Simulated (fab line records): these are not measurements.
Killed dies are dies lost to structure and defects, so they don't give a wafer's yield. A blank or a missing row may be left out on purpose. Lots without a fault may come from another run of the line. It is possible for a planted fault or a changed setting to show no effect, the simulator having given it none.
What tool caused it? + flow sky130 + Sampling: 14 lots, 42 wafers, 4 of 708 route steps

## WHAT THE GAUGES READ, wafer by wafer
SKY_VIA4_THK_MEAS_01. Usual: VIA4_HDPCVD_THK 1755 nm, standard deviation 20.
| lot  | measured     | on            | VIA4_HDPCVD_THK (nm) | flag |
|------|--------------|---------------|----------------------|------|
| L481 | day 41 19:40 | film metro-01 | 1768 1767 1749       |      |
| L484 | day 42 20:53 | film metro-03 | 1728 1741 1764       |      |
| L483 | day 43 06:03 | film metro-03 | 1767 1731 1767       |      |
| L485 | day 43 08:04 | film metro-03 | 1771 1761 1768       |      |
| L491 | day 45 04:40 | film metro-02 | 1784 1758 1735       |      |
| L492 | day 45 13:58 | film metro-01 | 1758 1755 1794       |      |
| L493 | day 45 16:37 | film metro-02 | 1754 1738 1793       |      |
| L494 | day 45 20:18 | film metro-01 | 1782 1779 1761       |      |
| L495 | day 46 08:47 | film metro-01 | 1756 1769 1736       |      |
| L496 | day 46 13:29 | film metro-01 | 1768 1739 1757       |      |
| L500 | day 47 07:07 | film metro-01 | 1750 1798 1768       |      |
| L501 | day 47 10:23 | film metro-02 | 1756 1754 1761       |      |
| L503 | day 47 16:23 | film metro-02 | 1784 1770 1770       |      |
| L504 | day 48 08:37 | film metro-02 | 1724 1792 1792       |      |

SKY_VIA4_RS_MEAS_19: the measuring method here is four-point-probe. Usual: VIA4_W_RS 0.2275 ohm/sq, standard deviation 0.0027.
| lot  | measured     | on            | VIA4_W_RS (ohm/sq)   | flag |
|------|--------------|---------------|----------------------|------|
| L481 | day 42 20:57 | film metro-01 | 0.2254 0.2303 0.2295 |      |
| L484 | day 43 21:07 | film metro-02 | 0.2269 0.2277 0.2243 |      |
| L483 | day 44 05:13 | film metro-03 | 0.2256 0.2235 0.2286 |      |
| L485 | day 44 08:14 | film metro-01 | 0.2251 0.2246 0.2263 |      |
| L491 | day 46 04:37 | film metro-01 | 0.2277 0.2236 0.2299 |      |
| L492 | day 46 12:50 | film metro-03 | 0.2236 0.2296 0.2212 |      |
| L493 | day 46 14:43 | film metro-03 | 0.2261 0.2313 0.2277 |      |
| L494 | day 46 17:55 | film metro-02 | 0.2301 0.2285 0.2324 |      |
| L495 | day 47 05:44 | film metro-02 | 0.2313 0.2285 0.2331 |      |
| L496 | day 47 11:04 | film metro-03 | 0.2254 0.2278 0.2224 |      |
| L500 | day 48 03:23 | film metro-02 | 0.2275 0.2243 0.2303 |      |
| L501 | day 48 06:33 | film metro-03 | 0.2310 0.2228 0.2316 |      |
| L503 | day 48 12:16 | film metro-03 | 0.2302 0.2252 0.2247 |      |
| L504 | day 49 04:08 | film metro-02 | 0.2255 0.2281 0.2313 |      |

SKY_PASSIVATION_THK_MEAS_03. Usual: PASSIVATION_CVD_02_THK 539 nm, standard deviation 7.7.
| lot  | measured     | on            | PASSIVATION_CVD_02_THK (nm) | flag |
|------|--------------|---------------|-----------------------------|------|
| L481 | day 43 21:58 | film metro-02 | 542 532 541                 |      |
| L484 | day 44 20:14 | film metro-01 | 536 538 532                 |      |
| L483 | day 45 04:42 | film metro-01 | 544 536 545                 |      |
| L485 | day 45 08:27 | film metro-04 | 528 541 548                 |      |
| L491 | day 47 02:18 | film metro-02 | 536 547 548                 |      |
| L492 | day 47 11:01 | film metro-01 | 539 544 541                 |      |
| L493 | day 47 12:16 | film metro-04 | 535 536 555                 |      |
| L494 | day 47 15:27 | film metro-01 | 533 545 552                 |      |
| L495 | day 48 02:35 | film metro-02 | 528 536 540                 |      |
| L496 | day 48 08:09 | film metro-01 | 543 555 547                 |      |
| L500 | day 48 23:35 | film metro-02 | 539 538 540                 |      |
| L501 | day 49 02:40 | film metro-02 | 526 527 527                 |      |
| L503 | day 49 07:52 | film metro-01 | 524 528 520                 |      |
| L504 | day 49 22:58 | film metro-04 | 529 542 537                 |      |

## TOOL THAT RAN EACH LOT (tool first, then ch and the chambers of the sampled wafers, then the start)
| lot  | SKY_VIA3_CLEAN_18               |
|------|---------------------------------|
| L481 | wet bench-03 ch 2, day 39 16:06 |
| L484 | wet bench-02 ch 3, day 40 18:47 |
| L483 | wet bench-03 ch 2, day 41 01:02 |
| L485 | wet bench-03 ch 3, day 41 06:11 |
| L491 | wet bench-03 ch 2, day 43 04:59 |
| L492 | wet bench-03 ch 1, day 43 14:51 |
| L493 | wet bench-03 ch 2, day 43 16:40 |
| L494 | wet bench-02 ch 1, day 43 21:23 |
| L495 | wet bench-02 ch 2, day 44 08:57 |
| L496 | wet bench-02 ch 1, day 44 14:00 |
| L500 | wet bench-02 ch 1, day 45 10:34 |
| L501 | wet bench-04 ch 0, day 45 13:22 |
| L503 | wet bench-02 ch 0, day 45 22:02 |
| L504 | wet bench-02 ch 0, day 46 13:42 |
- SKY_VIA3_CLEAN_18: cleans in IPA, time 180 s.

## AS READ BY THE TOOLS THEMSELVES (means over the sampled wafers that have a number; for cases with no such wafer, the mark the record gives instead)
The record holds no such reading with a usual standard deviation.

## THE ANSWER, worked out from the rows above alone
Rule: a lot is off if the mean of its wafers that have a number lies more than 3 standard deviations from the usual mean. A lot without any number at a reading at which 4 lots or more have one is off too. All remaining lots with rows at the step are treated as sound. After the gauges, taken in route order, come the tools' own readings; for these a lot's mean is taken, as printed above. The first step at which some lot is off is used, and at that step the reading that is off furthest; a lot without a number counts as furthest.
Nothing can be told from this: no lot is off at any reading shown.

## WHAT WAS PUT IN BY THE SIMULATOR
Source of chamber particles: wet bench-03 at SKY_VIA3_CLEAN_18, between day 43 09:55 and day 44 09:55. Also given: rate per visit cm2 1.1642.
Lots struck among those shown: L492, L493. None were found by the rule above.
